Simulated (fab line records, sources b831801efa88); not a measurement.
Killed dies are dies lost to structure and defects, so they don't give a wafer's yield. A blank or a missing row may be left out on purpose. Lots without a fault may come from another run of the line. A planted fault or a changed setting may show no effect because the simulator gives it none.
A struck lot beside a sound one | flow sfq_line | 16 steps out of a route of 325
Sound: wafers L578.2, L578.5, L578.6. Struck: wafers L583.2, L583.5, L583.6. The cause comes at the end.
At each step with rows: each side's tool, then ch and its chambers, then its first start. Under that, the readings that differ: sound wafers | struck wafers | difference of the means | sigmas: that difference in standard deviations of wafers without a fault.
alike: readings whose means differ by less than 2 such deviations, and words and numbers that are the same on both sides. not compared: withheld readings, readings that some wafer has no value for, bounds like >300 that may hide the same value, and numbers for which the record gives no deviation and whose values overlap.
The two part at a step that has a row with sigmas, a row that says differs or no value, or rows on one side only. Numbers that don't overlap but have no deviation are shown without sigmas and don't part them. A reading that every wafer of one side lacks parts them only if that side has two wafers or more.

first, 3 steps without rows for these wafers: SFQ_TRILAYER_I7_VIA_LITHO_EXPOSE_188 (exposes mask I7, target cd 1000 nm); SFQ_TRILAYER_I7_VIA_LITHO_PEB_190 (peb time 60 s); SFQ_TRILAYER_I7_VIA_LITHO_DEVELOP_189 (time 60 s).
SFQ_I7_OVL_MEAS_947:
  sound on overlay-02, day 83 07:32; struck on overlay-02, day 86 15:22
  alike: I7_OVL
SFQ_TRILAYER_I7_VIA_BARC_OPEN_VIA_ETCH_260: etches BARC in O2, target depth 125 nm, time 41.7 s.
  sound on rie_diel-02 ch 1,2,3, day 83 07:34; struck on rie_diel-03 ch 0,1, day 86 15:23
  alike: drypump_motor_current_A, oes_product_au
  not compared: rf_hours_counter_h
SFQ_TRILAYER_I7_VIA_ETCH_VIA_ETCH_190: etches SiO2 in CHF3, stops on Nb, target depth 260 nm.
  sound on rie_diel-02 ch 1,2,3, day 83 07:37; struck on rie_diel-03 ch 0,1, day 86 15:26
  alike: drypump_motor_current_A, oes_product_au
SFQ_TRILAYER_I7_VIA_STRIP_STRIP_191: strips in O2.
  sound on rie_metal-03 ch 0,1, day 83 07:43; struck on rie_metal-03 ch 0,1, day 86 15:33
  alike: drypump_motor_current_A, he_backside_leak_sccm, oes_product_au
  not compared: rf_hours_counter_h
then, 5 steps without rows for these wafers: SFQ_TRILAYER_I7_VIA_STRIP_SOLV_CLEAN_192 (cleans in NMP, time 600 s); SFQ_TRILAYER_M8_LITHO_LOR_COAT_197; SFQ_TRILAYER_M8_LITHO_LOR_BAKE_198; SFQ_TRILAYER_M8_LITHO_COAT_193 (resist thk 600 nm); SFQ_TRILAYER_M8_LITHO_SOFTBAKE_199.
-- the record jumps here: 3 days lie between the struck wafers' starts before and after --
SFQ_TRILAYER_M8_LITHO_EXPOSE_194: exposes mask M8, target cd 2000 nm.
  sound on krf_scanner-01 ch 0, day 86 12:52; struck on krf_scanner-02 ch 0, day 89 17:14
  reading                    | sound                | struck            | difference | sigmas
  model.M8.overlay_x_nm (nm) | -4.103 -4.103 -4.103 | 258.7 258.7 258.7 | +262.8     |
  alike: mask
then, 2 steps without rows for these wafers: SFQ_TRILAYER_M8_LITHO_PEB_196 (peb time 60 s); SFQ_TRILAYER_M8_LITHO_DEVELOP_195 (img clear 15 s, time 55 s).
SFQ_M8_OVL_MEAS_948:
  sound on overlay-02, day 86 14:09; struck on overlay-01, day 89 18:44
  reading     | sound    | struck      | difference | sigmas
  M8_OVL (nm) | -3 -6 -6 | 258 265 255 | +264       | +50
  not compared: hold

WHERE THEY PART
Only at SFQ_M8_OVL_MEAS_948, within this record.

WHY: what the simulator had put in
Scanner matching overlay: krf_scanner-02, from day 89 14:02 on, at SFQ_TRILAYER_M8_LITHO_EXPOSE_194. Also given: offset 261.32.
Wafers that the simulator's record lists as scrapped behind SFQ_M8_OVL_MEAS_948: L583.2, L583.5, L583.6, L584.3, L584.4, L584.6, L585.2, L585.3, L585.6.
